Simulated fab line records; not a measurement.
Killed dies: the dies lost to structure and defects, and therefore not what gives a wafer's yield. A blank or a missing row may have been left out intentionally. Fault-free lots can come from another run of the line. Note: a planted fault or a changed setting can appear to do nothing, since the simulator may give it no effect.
Which tool did it?    flow sky130    10 lots with 30 wafers sampled at 6 steps, on a route of 708 steps

== WHAT EACH GAUGE READ, for each wafer ==
SKY_VIA2_BOW_MEAS_03. Usual: VIA2_BOW typically reads 88 um, with standard deviation 7.5.
lot   measured      on             VIA2_BOW (um)  flag
L680  day 37 07:43  film metro-03  78 88 87       
L681  day 37 09:01  film metro-03  106 85 92      
L683  day 37 18:40  film metro-03  88 89 100      
L682  day 37 19:58  film metro-03  93 87 69       
L685  day 38 04:08  film metro-02  100 91 106     
L684  day 38 05:31  film metro-02  88 83 93       
L686  day 38 12:40  film metro-02  82 85 90       
L689  day 39 22:07  film metro-04  94 91 90       
L690  day 40 06:51  film metro-04  89 85 80       
L695  day 41 07:46  film metro-04  86 90 83       

SKY_CAPM_RS_MEAS_03: the measuring method here is four-point-probe. Usual: CAPM_TIN_RS typically reads 6.91 ohm/sq, with standard deviation 0.074.
lot   measured      on             CAPM_TIN_RS (ohm/sq)  flag
L680  day 38 11:16  film metro-02  7.01 6.99 6.96        
L681  day 38 13:07  film metro-02  6.90 6.90 6.91        
L683  day 38 22:04  film metro-02  6.80 6.90 6.90        
L682  day 38 23:11  film metro-02  7.00 6.90 6.99        
L685  day 39 07:22  film metro-01  6.94 6.82 6.95        
L684  day 39 08:37  film metro-01  6.83 6.82 6.88        
L686  day 39 15:16  film metro-02  6.98 6.95 6.86        
L689  day 41 01:05  film metro-04  6.82 6.71 6.84        
L690  day 41 09:29  film metro-02  7.95 6.93 8.05        OFF
L695  day 42 09:31  film metro-04  6.87 6.84 7.93        OFF

SKY_CAPM_THK_MEAS_04: measures by xrf. Usual: CAPM_TIN_THK typically reads 201.6 nm, with standard deviation 2.3.
lot   measured      on             CAPM_TIN_THK (nm)  flag
L680  day 38 11:23  film metro-02  200.4 200.6 202.3  
L681  day 38 13:14  film metro-02  203.1 204.0 201.9  
L683  day 38 22:10  film metro-02  205.8 202.8 203.1  
L682  day 38 23:17  film metro-02  200.4 203.5 199.9  
L685  day 39 07:29  film metro-01  200.0 202.1 200.2  
L684  day 39 08:44  film metro-01  201.9 202.5 200.7  
L686  day 39 15:23  film metro-02  202.0 201.6 204.8  
L689  day 41 01:11  film metro-04  202.2 206.2 202.8  
L690  day 41 09:36  film metro-02  177.8 203.7 175.3  OFF
L695  day 42 09:37  film metro-04  201.2 201.3 175.5  OFF

== WHAT TOOL EACH LOT RAN ON (gives the tool, then ch and the chambers of the sampled wafers, and finally the start) ==
lot   SKY_METAL2_DESCUM_17               SKY_VIA2_STRIP_16                     SKY_CAPM_SPUTTER_02
L680  rie metal-03 ch 0,1, day 37 06:25  plasma asher-02 ch 0,1, day 38 09:37  pvd sputter-03, day 38 11:09
L681  rie metal-01 ch 0,1, day 37 07:43  plasma asher-01 ch 0, day 38 11:29    pvd sputter-04, day 38 12:59
L683  rie metal-03 ch 0,1, day 37 17:20  plasma asher-01 ch 0,1, day 38 20:24  pvd sputter-04, day 38 21:55
L682  rie metal-04 ch 0,1, day 37 18:35  plasma asher-02 ch 0,1, day 38 21:33  pvd sputter-03, day 38 23:01
L685  rie metal-04 ch 0, day 38 02:41    plasma asher-01 ch 0,1, day 39 05:43  pvd sputter-03, day 39 07:16
L684  rie metal-03 ch 0,1, day 38 04:13  plasma asher-01 ch 0,1, day 39 06:55  pvd sputter-03, day 39 08:30
L686  rie metal-01 ch 0,1, day 38 11:23  plasma asher-04 ch 0, day 39 13:37    pvd sputter-04, day 39 15:08
L689  rie metal-01 ch 0,1, day 39 20:50  plasma asher-02 ch 0,1, day 40 23:22  pvd sputter-01, day 41 00:56
L690  rie metal-01 ch 1, day 40 05:31    plasma asher-01 ch 0,1, day 41 07:52  pvd sputter-03, day 41 09:22
L695  rie metal-03 ch 0, day 41 06:17    plasma asher-01 ch 0,1, day 42 07:51  pvd sputter-03, day 42 09:22
- SKY_METAL2_DESCUM_17: chemistry O2, time 8 s.
- SKY_VIA2_STRIP_16: strips in O2/N2.
- SKY_CAPM_SPUTTER_02: material TiN, target thk 200 nm, time 166.7 s.

== AS READ BY THE TOOLS THEMSELVES (means over the sampled wafers that have a number; for cases with no such wafer, the mark the record gives instead) ==
SKY_METAL2_DESCUM_17. Usual: drypump motor current A 5.9 A, standard deviation 0.52; oes product au 0.989 a.u., standard deviation 0.0086.
lot   tool          drypump motor current A (A)  oes product au (a.u.)  flag
L680  rie metal-03  6.5                          0.992                  
L681  rie metal-01  5.9                          0.995                  
L683  rie metal-03  6.5                          0.989                  
L682  rie metal-04  5.4                          0.993                  
L685  rie metal-04  5.1                          0.987                  
L684  rie metal-03  6.5                          0.993                  
L686  rie metal-01  5.9                          0.987                  
L689  rie metal-01  5.9                          0.994                  
L690  rie metal-01  6.3                          0.990                  
L695  rie metal-03  5.9                          0.999                  

SKY_VIA2_STRIP_16. Usual: drypump motor current A 5.7 A, standard deviation 0.73; oes product au 0.399 a.u., standard deviation 0.005; strip time to endpoint s 4.065 s, standard deviation 0.024.
lot   tool             drypump motor current A (A)  oes product au (a.u.)  strip time to endpoint s (s)  flag
L680  plasma asher-02  5.7                          0.396                  4.022                         
L681  plasma asher-01  4.7                          0.396                  4.095                         
L683  plasma asher-01  5.8                          0.398                  4.068                         
L682  plasma asher-02  5.7                          0.401                  4.081                         
L685  plasma asher-01  5.7                          0.403                  4.079                         
L684  plasma asher-01  5.8                          0.401                  4.069                         
L686  plasma asher-04  6.6                          0.399                  4.061                         
L689  plasma asher-02  5.7                          0.394                  4.034                         
L690  plasma asher-01  5.7                          0.402                  4.084                         
L695  plasma asher-01  5.2                          0.392                  4.046                         

SKY_CAPM_SPUTTER_02. Usual: chamber pressure pa 0.4000 Pa, standard deviation 0.00084; throttle valve pct 29.8 %, standard deviation 0.86.
lot   tool            chamber pressure pa (Pa)  throttle valve pct (%)  flag
L680  pvd sputter-03  0.4003                    30.3                    
L681  pvd sputter-04  0.4006                    30.0                    
L683  pvd sputter-04  0.4004                    29.6                    
L682  pvd sputter-03  0.4011                    30.3                    
L685  pvd sputter-03  0.3995                    29.4                    
L684  pvd sputter-03  0.3999                    29.4                    
L686  pvd sputter-04  0.3998                    29.8                    
L689  pvd sputter-01  0.4001                    30.1                    
L690  pvd sputter-03  0.3991                    28.8                    
L695  pvd sputter-03  0.3997                    30.3                    

== THE ANSWER, worked out from the rows above alone ==
Rule: a lot counts as off when the mean over its wafers that have a number is more than 3 standard deviations away from the usual mean. Also off: a lot with no number at a reading for which 4 or more lots have one. Where the step has rows for the other lots, those lots are counted as sound. The gauges are gone through in route order, then the tools' own readings, and for those a lot's mean is taken as printed above. At the first step where some lot is off, the reading lying furthest off is the one used; lots without a number count as furthest.
Off: L690, L695, seen at SKY_CAPM_RS_MEAS_03 (CAPM_TIN_RS).
If a tool, at a process step before that reading, ran all the lots that are off and no sound lot after the first of them, it fits. Gauges at SKY_CAPM_RS_MEAS_03: tried the same way as those tools. Can't be told from this: 2 tools fit, plasma asher-01 at SKY_VIA2_STRIP_16, pvd sputter-03 at SKY_CAPM_SPUTTER_02.

== WHAT WAS PUT IN BY THE SIMULATOR ==
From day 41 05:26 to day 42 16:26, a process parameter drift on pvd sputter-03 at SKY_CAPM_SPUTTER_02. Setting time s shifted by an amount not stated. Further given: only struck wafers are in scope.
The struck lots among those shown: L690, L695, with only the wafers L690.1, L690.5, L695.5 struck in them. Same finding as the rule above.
